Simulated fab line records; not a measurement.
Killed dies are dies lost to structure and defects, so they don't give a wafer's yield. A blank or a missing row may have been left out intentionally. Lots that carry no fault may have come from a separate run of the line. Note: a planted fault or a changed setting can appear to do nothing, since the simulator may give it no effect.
Struck lot and sound lot, side by side | flow sky130 | 16 steps out of a route of 708
Sound: these wafers, L136.2, L136.4, L136.5. Wafers struck: L144.1, L144.3. The cause is named last.
Each step with rows lists, per side, the tool, then ch with its chambers, then its first start. Under that, the readings that differ: sound wafers | struck wafers | difference of the means | sigmas: that difference in standard deviations of wafers without a fault.
alike: readings whose means differ by less than 2 such deviations, and words and numbers that are the same on both sides. not compared: withheld readings, readings that some wafer has no value for, bounds like >300 that may hide the same value, and numbers for which the record gives no deviation and whose values overlap.
A row with sigmas, a row that says differs or no value, or rows on one side alone: a step with any of these is where the two part. Numbers that have no deviation but don't overlap get no sigmas and don't part them. A reading that every wafer of one side lacks parts them only if that side has two wafers or more.

first, 7 steps without rows for these wafers: SKY_METAL4_HMDS_06 (prime time 60 s); SKY_METAL4_COAT_07 (resist thk 60 nm); SKY_METAL4_COAT_08 (resist thk 1140 nm); SKY_METAL4_SOFTBAKE_09 (time 90 s); SKY_METAL4_EXPOSE_10 (exposes mask MM4, target cd 300 nm); SKY_METAL4_PEB_11; SKY_METAL4_DEVELOP_12 (develop time 60 s).
SKY_METAL4_CD_MEAS_13 targets a cd of 300 nm.
  sound on cd-sem-02, day 44 04:56; struck on cd-sem-01, day 46 02:17
  alike: cd-nm
SKY_METAL4_OVL_MEAS_14:
  sound on overlay-02, day 44 05:02; struck on overlay-02, day 46 02:25
  alike: METAL4_OVL
SKY_METAL4_DESCUM_15: chemistry O2, time 8 s.
  sound on rie-metal-02 ch 0,1, day 44 05:04; struck on rie-metal-02 ch 0,1, day 46 02:26
  alike: drypump-motor-current-A, oes-product-au
  not compared: rf-hours-counter-h
SKY_METAL4_ETCH_16: etches BARC in N2/H2, stops on SiO2, time 88.2 s, target depth 60 nm.
  sound on rie-metal-02 ch 0,1, day 44 05:06; struck on rie-metal-02 ch 0,1, day 46 02:29
  alike: drypump-motor-current-A, oes-product-au, run-length-s, throttle-valve-pct
  not compared: rf-hours-counter-h
SKY_METAL4_ETCH_17: etches SiO2 in C4F8/O2/Ar, stops on TiN, time 3.9 s, target depth 15 nm.
  sound on rie-diel-01 ch 1,2, day 44 05:12; struck on rie-diel-04 ch 0,1, day 46 02:34
  alike: oes-product-au
  not compared: rf-hours-counter-h
SKY_METAL4_METAL_ETCH_18: etches the open film in Cl2/BCl3, stops on SiO2, target depth 845 nm, time 183.1 s.
  sound on rie-metal-04 ch 0, day 44 05:17; struck on rie-metal-04 ch 1, day 46 02:35
  reading                                       | sound                | struck        | difference | sigmas
  oes-product-au (a.u.)                         | 0.869 0.869 0.869    | 0.778 0.776   | -0.092     | -16
  run-length-s (s)                              | 210.8 210.9 210.8    | 249.0 249.0   | +38.2      | +95
  throttle-valve-pct (%)                        | 22.284 22.282 22.262 | 22.248 22.256 | -0.024     | -3
  model.KrF-thick_of_METAL4_COAT_08.thk-nm (nm) | 522.7 522.1 524.7    | 408.1 409.1   | -114.6     |
  model.METAL4.cd-nm (nm)                       | 298.4 297.6 299.9    | 290.5 293.4   | -6.7       |
  model.SiO2_of_VIA3_HDPCVD_00.thk-nm (nm)      | 437.7 435.4 434.7    | 429.9 432.6   | -4.7       |
  alike: drypump-motor-current-A
  not compared: rf-hours-counter-h
SKY_METAL4_STRIP_19: strips in O2/N2.
  sound on plasma-asher-03 ch 1, day 44 05:34; struck on plasma-asher-01 ch 0, day 46 02:46
  reading                      | sound             | struck      | difference | sigmas
  oes-product-au (a.u.)        | 0.510 0.493 0.501 | 0.451 0.451 | -0.050     | -9
  strip-time-to-endpoint-s (s) | 6.50 6.49 6.50    | 5.32 5.34   | -1.17      | -16
  alike: drypump-motor-current-A
  not compared: rf-hours-counter-h
then, 2 steps without rows for these wafers: SKY_METAL4_STRIP_20 (strips in post etch residue remover, time 1200 s); SKY_PAD_OPEN_PROBE_99.

WHERE THEY PART
Earliest at SKY_METAL4_METAL_ETCH_18; latest, in this record, at SKY_METAL4_STRIP_19.

WHY: whatever the simulator had introduced
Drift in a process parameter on rie-metal-04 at SKY_METAL4_METAL_ETCH_18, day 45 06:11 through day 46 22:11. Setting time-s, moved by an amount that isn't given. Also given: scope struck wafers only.
